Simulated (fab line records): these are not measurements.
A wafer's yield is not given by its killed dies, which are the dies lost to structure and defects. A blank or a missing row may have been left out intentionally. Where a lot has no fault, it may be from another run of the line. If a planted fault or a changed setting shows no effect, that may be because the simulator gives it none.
Comparing a struck lot with a sound one :: flow sky130 :: 44 out of 708 route steps
Sound: wafers L728.3, L728.4, L728.5. The struck wafers were L738.3, L738.4. The cause is given at the end.
Order at every step that has rows: each side's tool, ch and its chambers, its first start. Under that, the readings that differ: sound wafers :: struck wafers :: difference of the means :: sigmas: that difference in standard deviations of wafers without a fault.
alike: readings whose means differ by less than 2 such deviations, and words and numbers that are the same on both sides. not compared: withheld readings, readings that some wafer has no value for, bounds like >300 that may hide the same value, and numbers for which the record gives no deviation and whose values overlap.
The two part at a step that has a row with sigmas, a row that says differs or no value, or rows on one side only. When numbers do not overlap yet have no deviation, they are printed without sigmas and do not part them. Lack of a reading on every wafer of one side parts them only where that side has two or more wafers.

first, 2 steps without rows for these wafers: SKY_LOCAL_INTERCONNECT_PEB_09; SKY_LOCAL_INTERCONNECT_DEVELOP_10 (develop time 60 s).
SKY_LOCAL_INTERCONNECT_CD_MEAS_11: the cd target is 170 nm.
  sound: cdSem-02 at day 30 06:50; struck: cdSem-01 at day 33 15:08
reading: cdNm (nm)
sound: 168.0 169.0 167.6
struck: 173.0 172.1
difference: +4.4
sigmas: +2
SKY_LOCAL_INTERCONNECT_OVL_MEAS_12:
  sound: overlay-02 at day 30 06:56; struck: overlay-02 at day 33 15:14
reading: LOCAL_INTERCONNECT_OVL (nm)
sound: -15 -17 -20
struck: -3 -8
difference: +12
sigmas: +2
SKY_LOCAL_INTERCONNECT_ETCH_13: etches BARC in N2/H2, stops on SiO2, time 45.9 s, target depth 60 nm.
  sound on rieMetal-03 ch 0,1, day 30 06:58; struck on rieMetal-03 ch 0,1, day 33 15:17
  alike: drypumpMotorCurrentA, heBacksideLeakSccm, oesProductAu, throttleValvePct
  not compared: rfHoursCounterH
then, 5 steps without rows for these wafers: SKY_LOCAL_INTERCONNECT_METAL_ETCH_14 (etches TiN in Cl2/BCl3, stops on PSG, target depth 110 nm, time 31.4 s); SKY_LOCAL_INTERCONNECT_STRIP_15 (strips in O2/N2); SKY_LOCAL_INTERCONNECT_STRIP_16 (strips in post etch residue remover, time 1200 s); SKY_LOCAL_INTERCONNECT_CLEAN_17 (cleans in IPA, time 180 s); SKY_LOCAL_INTERCONNECT_CLEAN_18 (cleans in O3/DIW).
SKY_CONTACT_CVD_00: deposits Si3N4, target thk 75 nm.
  sound on pecvd-02 ch 0,1,2, day 30 07:40; struck on pecvd-03 ch 0,2, day 33 16:34
  alike: heaterPowerW
SKY_CONTACT_THK_MEAS_01:
  sound: filmMetro-03 at day 30 07:43; struck: filmMetro-02 at day 33 16:37
  alike: CONTACT_CVD_00_THK
SKY_CONTACT_HDPCVD_02: deposits SiO2, target thk 565 nm, time 94.2 s.
  sound on hdpcvd-02 ch 1,2, day 30 07:45; struck on hdpcvd-02 ch 0,1, day 33 16:40
reading: model.SiO2_of_CONTACT_HDPCVD_02.thkNm (nm)
sound: 552.8 558.8 557.6
struck: 231.9 228.1
difference: -326.4
sigmas: 
SKY_CONTACT_THK_MEAS_03:
  sound: filmMetro-02 at day 30 07:50; struck: filmMetro-03 at day 33 16:45
reading: CONTACT_HDPCVD_THK (nm)
sound: 553 558 557
struck: 232 228
difference: -326
sigmas: -49
SKY_CONTACT_CMP_04: polishes SiO2.
  sound on cmp-01 ch 2,3, day 30 07:53; struck on cmp-02 ch 1,2, day 33 16:47
reading: timeToEndpointS (s)
sound: 79 82 78
struck: 40 41
difference: -39
sigmas: -11
  alike: headPressurePsi, motorCurrentA, slurryFilterDpKPa
SKY_CONTACT_BOW_MEAS_05:
  sound: filmMetro-02 at day 30 08:13; struck: filmMetro-03 at day 33 17:08
  alike: CONTACT_BOW
then, 8 steps without rows for these wafers: SKY_CONTACT_DEHYDRATE_06 (time 60 s); SKY_CONTACT_HMDS_07 (prime time 60 s); SKY_CONTACT_COAT_08 (resist thk 60 nm); SKY_CONTACT_COAT_09 (resist thk 450 nm); SKY_CONTACT_SOFTBAKE_10 (time 90 s); SKY_CONTACT_EXPOSE_11 (exposes mask CTM1, target cd 170 nm); SKY_CONTACT_PEB_12; SKY_CONTACT_DEVELOP_13 (develop time 60 s).
SKY_CONTACT_CD_MEAS_14: the cd target is 170 nm.
  sound: cdSem-02 at day 31 10:49; struck: cdSem-02 at day 34 19:38
  alike: cdNm
SKY_CONTACT_OVL_MEAS_15:
  sound: overlay-02 at day 31 10:55; struck: overlay-02 at day 34 19:43
  alike: CONTACT_OVL
SKY_CONTACT_ETCH_16: etches BARC in N2/H2, stops on SiO2, time 45.9 s, target depth 60 nm.
  sound on rieDiel-03 ch 0,1, day 31 10:56; struck on rieDiel-03 ch 2,3, day 34 19:44
  alike: drypumpMotorCurrentA, oesProductAu, throttleValvePct
  not compared: rfHoursCounterH
SKY_CONTACT_ETCH_17: etches SiO2 in C4F8/O2/Ar, stops on Si3N4, target depth 340 nm.
  sound on rieDiel-03 ch 0,1, day 31 10:59; struck on rieDiel-03 ch 2,3, day 34 19:47
reading: oesProductAu (a.u.)
sound: 0.889 0.895 0.897
struck: 0.729 0.724
difference: -0.167
sigmas: -40

reading: model.CONTACT.featureDepthNm (nm)
sound: 340.1 340.4 339.8
struck: 231.9 228.1
difference: -110.1
sigmas: 

reading: model.etch.depthNm (nm)
sound: 340.1 340.4 339.8
struck: 231.9 228.1
difference: -110.1
sigmas: 
then, 7 steps without rows for these wafers: SKY_CONTACT_ETCH_18 (etches Si3N4 in CHF3/O2, stops on TiN, time 39 s, target depth 75 nm); SKY_CONTACT_STRIP_19 (strips in O2/N2); SKY_CONTACT_STRIP_20 (strips in post etch residue remover, time 1200 s); SKY_CONTACT_CLEAN_21 (cleans in IPA, time 180 s); SKY_CONTACT_CLEAN_22 (cleans in O3/DIW); SKY_CONTACT_SPUTTER_23 (material TiN, target thk 20 nm, time 80 s); SKY_CONTACT_CVD_24 (deposits W, target thk 340 nm, time 102.12 s).
SKY_CONTACT_RS_MEAS_25: a four-point-probe measurement.
  sound: filmMetro-03 at day 31 11:58; struck: filmMetro-02 at day 34 20:43
  alike: CONTACT_W_RS
SKY_CONTACT_THK_MEAS_26: measures by xrf.
  sound: filmMetro-03 at day 31 12:04; struck: filmMetro-02 at day 34 20:49
reading: CONTACT_W_THK (nm)
sound: 328 322 327
struck: 313 313
difference: -13
sigmas: -3
then, 3 steps without rows for these wafers: SKY_CONTACT_CMP_27 (polishes, stops on SiO2, t overpolish 15 s, target thk 0 nm); SKY_METAL1_SPUTTER_00 (material Ti, target thk 15 nm, time 10 s); SKY_METAL1_SPUTTER_01 (material TiN, target thk 20 nm, time 16.7 s).
SKY_METAL1_SPUTTER_02: material AlCu, target thk 250 nm, time 13.3 s.
  sound: pvdSputter-04 at day 31 12:28; struck: pvdSputter-03 at day 34 21:12
  alike: throttleValvePct
SKY_METAL1_SPUTTER_03: material Ti, target thk 5 nm, time 3.3 s.
  sound: pvdSputter-04 at day 31 12:29; struck: pvdSputter-03 at day 34 21:14
  alike: throttleValvePct
SKY_METAL1_METAL_ETCH_19: etches the open film in Cl2/BCl3, stops on SiO2, target depth 360 nm, time 78 s.
  sound on rieMetal-03 ch 0,1, day 32 15:13; struck on rieMetal-03 ch 0,1, day 36 00:19
reading: model.SiO2_of_CONTACT_HDPCVD_02.thkNm (nm)
sound: 326 326.3 325.8
struck: 217.9 214.2
difference: -110.0
sigmas: 
  alike: drypumpMotorCurrentA, heBacksideLeakSccm, mfcCl2Sccm, oesProductAu, throttleValvePct
  not compared: rfHoursCounterH
-- the record jumps here: 12 days lie between the struck wafers' starts before and after (it left off in module METAL1 and takes up again in module PAD_OPEN, whose first step shown is number 708 of the route) --
SKY_PAD_OPEN_PROBE_99:
  sound: prober-02 at day 45 20:16; struck: prober-02 at day 48 10:19
reading: model.etest.met1Comb.leakLog10AUm
sound: -11.99 -11.93 -11.99
struck: -7.196 -7.214
difference: +4.765
sigmas: 

WHERE THEY PART
Last at SKY_CONTACT_THK_MEAS_26 as far as this record goes, first at SKY_LOCAL_INTERCONNECT_CD_MEAS_11. Later steps at which nothing parts them and some readings are alike: SKY_METAL1_SPUTTER_02, SKY_METAL1_SPUTTER_03, SKY_METAL1_METAL_ETCH_19.

WHY: whatever the simulator had introduced
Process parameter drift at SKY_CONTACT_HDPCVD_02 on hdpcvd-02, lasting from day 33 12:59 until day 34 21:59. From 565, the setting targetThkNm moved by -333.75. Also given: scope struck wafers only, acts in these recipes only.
